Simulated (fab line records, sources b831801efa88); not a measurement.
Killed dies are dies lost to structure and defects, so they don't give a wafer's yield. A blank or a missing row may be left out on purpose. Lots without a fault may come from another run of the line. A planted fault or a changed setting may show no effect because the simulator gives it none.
Chamber matching | flow sky130 | SKY_CONTACT_CMP_04 on cmp-01: 4 sister chambers
The step polishes SiO2. 8 wafers are shown with their chamber, then 7 later ones without.

WAFERS WITH THEIR CHAMBER
wafer  | chamber | motor_current_A (A) | time_to_endpoint_s (s)
L541.2 | 0       | 13.5                | 81
L542.5 | 0       | 13.6                | 81
L542.6 | 1       | 11.3                | 82
L550.2 | 3       | 12.0                | 82
L550.3 | 1       | 11.5                | 84
L550.4 | 2       | 12.4                | 84
L551.2 | 3       | 11.9                | 86
L551.4 | 2       | 12.4                | 84

WAFERS WITHOUT THEIR CHAMBER
wafer  | motor_current_A (A) | time_to_endpoint_s (s)
L551.6 | 12.3                | 85
L555.1 | 12.9                | 85
L555.4 | 12.1                | 86
L555.5 | 12.6                | 81
L558.1 | 13.2                | 82
L558.4 | 13.8                | 79
L558.6 | 12.8                | 80

WHICH CHAMBER EACH WENT THROUGH
wafer  | from the rows above     | in truth
L551.6 | 2                       | 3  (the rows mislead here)
L555.1 | 2                       | 2
L555.4 | can't be placed: 3 or 2 | 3
L555.5 | 2                       | 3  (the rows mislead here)
L558.1 | 0                       | 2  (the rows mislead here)
L558.4 | 0                       | 0
L558.6 | 2                       | 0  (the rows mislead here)
Placed correctly: 2 of 7. Can't be placed from these rows: 1 (the true chamber is among the candidates in 1). Placed wrongly: 4.
How it was worked out, from the rows above alone: a wafer's distance from a chamber is the root of the sum, over the readings, of the square of ((its reading less the chamber's mean) divided by the reading's scatter). The wafer belongs to the nearest chamber; if the next one is less than 2 further off, it can't be placed. A chamber's mean is the mean of its shown wafers. The scatter: the root of (the sum of the squares of (reading less its chamber's mean) over the shown wafers, divided by (wafers less chambers)).
